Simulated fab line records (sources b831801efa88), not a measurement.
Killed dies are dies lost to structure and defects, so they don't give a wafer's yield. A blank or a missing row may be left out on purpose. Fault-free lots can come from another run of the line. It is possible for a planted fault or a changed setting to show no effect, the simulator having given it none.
Matching of chambers | flow sfq-line | 4 sister chambers for SFQ_TRILAYER_I7_CMP_CMP_184 on cmp-01
The step polishes SiO2. 16 wafers are shown with their chamber, then 8 later ones without.

## WAFERS WITH THEIR CHAMBER
wafer  | chamber | motor-current-A (A) | retaining-ring-pressure-frac | time-to-endpoint-s (s)
L196.3 | 3       | 10.3                | 1.000                        | 220
L196.2 | 1       | 9.8                 | 1.002                        | 217
L196.4 | 2       | 10.4                | 1.003                        | 228
L198.1 | 2       | 10.8                | 1.006                        | 208
L198.3 | 0       | 9.4                 | 0.994                        | 206
L198.4 | 3       | 10.2                | 0.992                        | 216
L203.4 | 3       | 10.2                | 0.992                        | 220
L203.1 | 1       | 9.5                 | 1.000                        | 216
L203.6 | 2       | 10.9                | 1.007                        | 220
L204.2 | 0       | 9.4                 | 0.996                        | 213
L204.5 | 0       | 10.3                | 0.996                        | 223
L204.6 | 3       | 10.2                | 0.998                        | 221
L211.2 | 3       | 9.8                 | 1.000                        | 205
L211.1 | 1       | 9.6                 | 0.993                        | 206
L211.6 | 3       | 10.1                | 1.002                        | 224
L212.1 | 2       | 11.5                | 0.993                        | 224

SIGNATURES (averages over the wafers above)
reading                      | chamber 0 | chamber 1 | chamber 2 | chamber 3 | scatter within a chamber
motor-current-A              | 9.700     | 9.633     | 10.900    | 10.133    | 0.337
retaining-ring-pressure-frac | 0.99533   | 0.99833   | 1.00225   | 0.99733   | 0.00469
time-to-endpoint-s           | 214.00    | 213.00    | 220.00    | 217.67    | 7.47
Rule: for each reading, subtract the chamber's mean from the wafer's reading, divide by that reading's scatter and square the result; add these up over the readings and take the root, which gives the wafer's distance from the chamber. The wafer belongs to the nearest chamber; if the next one is less than 2 further off, it can't be placed. How the scatter is found: for the shown wafers, subtract from each reading the mean of its chamber, square and add these, divide the total by (wafers less chambers), then take the root.

## WAFERS WITH NO CHAMBER GIVEN
wafer  | motor-current-A (A) | retaining-ring-pressure-frac | time-to-endpoint-s (s)
L212.2 | 10.2                | 1.000                        | 211
L212.6 | 10.2                | 0.999                        | 228
L213.1 | 9.5                 | 0.991                        | 216
L213.3 | 10.5                | 0.997                        | 215
L213.6 | 10.5                | 1.004                        | 221
L214.3 | 9.7                 | 0.993                        | 225
L214.5 | 9.7                 | 0.994                        | 228
L214.6 | 10.1                | 0.993                        | 230

## CHAMBER TAKEN BY EACH
wafer  | from the rows above               | in truth
L212.2 | can't be placed: 3 or 1 or 0 or 2 | 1
L212.6 | can't be placed: 3 or 2 or 0 or 1 | 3
L213.1 | can't be placed: 0 or 1 or 3      | 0
L213.3 | can't be placed: 3 or 2 or 0 or 1 | 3
L213.6 | can't be placed: 2 or 3 or 1 or 0 | 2
L214.3 | can't be placed: 0 or 3 or 1      | 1
L214.5 | can't be placed: 0 or 3 or 1      | 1
L214.6 | can't be placed: 3 or 0 or 1 or 2 | 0
Correct placement for 0 of the 8. Cannot be placed on the basis of these rows: 8; the candidates contain the true chamber in 8. Number placed wrongly: 0.
